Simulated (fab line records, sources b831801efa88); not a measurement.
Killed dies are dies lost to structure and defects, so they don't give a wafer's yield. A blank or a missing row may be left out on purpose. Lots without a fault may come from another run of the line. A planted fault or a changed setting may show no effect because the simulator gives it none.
A struck lot beside a sound one | flow gf180mcu | 15 steps out of a route of 602
Sound: wafers L829.2, L829.4, L829.5. Struck: wafer L838.2. (L838.4, L838.5 of the same lot were not struck and are left out.) The cause comes at the end.
At each step with rows: each side's tool, then ch and its chambers, then its first start. Under that, the readings that differ: sound wafers | struck wafers | difference of the means | sigmas: that difference in standard deviations of wafers without a fault.
alike: readings whose means differ by less than 2 such deviations, and words and numbers that are the same on both sides. not compared: withheld readings, readings that some wafer has no value for, bounds like >300 that may hide the same value, and numbers for which the record gives no deviation and whose values overlap.
The two part at a step that has a row with sigmas, a row that says differs or no value, or rows on one side only. Numbers that don't overlap but have no deviation are shown without sigmas and don't part them. A reading that every wafer of one side lacks parts them only if that side has two wafers or more.

first, 6 steps without rows for these wafers: GF_M2_HMDS_08 (prime time 60 s); GF_M2_COAT_09 (resist thk 1007 nm); GF_M2_SOFTBAKE_10 (time 60 s); GF_M2_EXPOSE_11 (exposes mask Metal2, target cd 280 nm); GF_M2_PEB_12 (peb time 90 s); GF_M2_DEVELOP_13 (develop time 60 s).
GF_M2_CD_MEAS_14: target cd 280 nm.
  sound on cd_sem-02, day 19 22:44; struck on cd_sem-02, day 23 04:47
  reading    | sound             | struck | difference | sigmas
  cd_nm (nm) | 282.0 279.5 279.3 | 277.7  | -2.6       | -2
GF_M2_OVL_MEAS_15:
  sound on overlay-01, day 19 22:52; struck on overlay-01, day 23 04:53
  alike: M2_OVL
GF_M2_METAL_ETCH_16: etches the open film in Cl2/BCl3, stops on SiO2, target depth 750.8 nm, time 125.1 s.
  sound on rie_metal-02 ch 0,1, day 19 22:53; struck on rie_metal-04 ch 1, day 23 04:55
  alike: drypump_motor_current_A, he_backside_leak_sccm, mfc_cl2_sccm, oes_product_au, throttle_valve_pct
  not compared: rf_hours_counter_h
GF_M2_STRIP_17: strips in O2/N2.
  sound on plasma_asher-01 ch 0,1, day 19 23:01; struck on plasma_asher-01 ch 1, day 23 05:02
  alike: drypump_motor_current_A, heater_power_w, oes_product_au, platen_temp_c, strip_time_to_endpoint_s
  not compared: rf_hours_counter_h
then, 2 steps without rows for these wafers: GF_M2_STRIP_18 (strips in post etch residue remover, time 1200 s); GF_M2_CLEAN_19 (cleans in DIW).
GF_V2_CVD_00: deposits SiO2, target thk 600 nm, time 100 s.
  sound on hdpcvd-01 ch 1,2, day 19 23:34; struck on hdpcvd-01 ch 0, day 23 05:34
  reading                             | sound             | struck | difference | sigmas
  sih4_flow_sccm (sccm)               | 60.08 59.89 59.97 | 48.07  | -11.91     | -66
  model.SiO2_of_V2_CVD_00.thk_nm (nm) | 594.6 596.2 597.7 | 488.6  | -107.6     |
GF_V2_THK_MEAS_01:
  sound on film_metro-03, day 19 23:38; struck on film_metro-02, day 23 05:40
  reading            | sound       | struck | difference | sigmas
  V2_CVD_00_THK (nm) | 595 596 598 | 489    | -107       | -15
GF_V2_CVD_02: deposits SiO2 from TEOS, target thk 850 nm, time 94.851 s.
  sound on pecvd-03 ch 0,2, day 19 23:41; struck on pecvd-04 ch 2, day 23 05:43
  alike: heater_power_w

WHERE THEY PART
First at GF_M2_CD_MEAS_14; last, within this record, at GF_V2_THK_MEAS_01. Later steps at which nothing parts them and some readings are alike: GF_V2_CVD_02.

WHY: what the simulator had put in
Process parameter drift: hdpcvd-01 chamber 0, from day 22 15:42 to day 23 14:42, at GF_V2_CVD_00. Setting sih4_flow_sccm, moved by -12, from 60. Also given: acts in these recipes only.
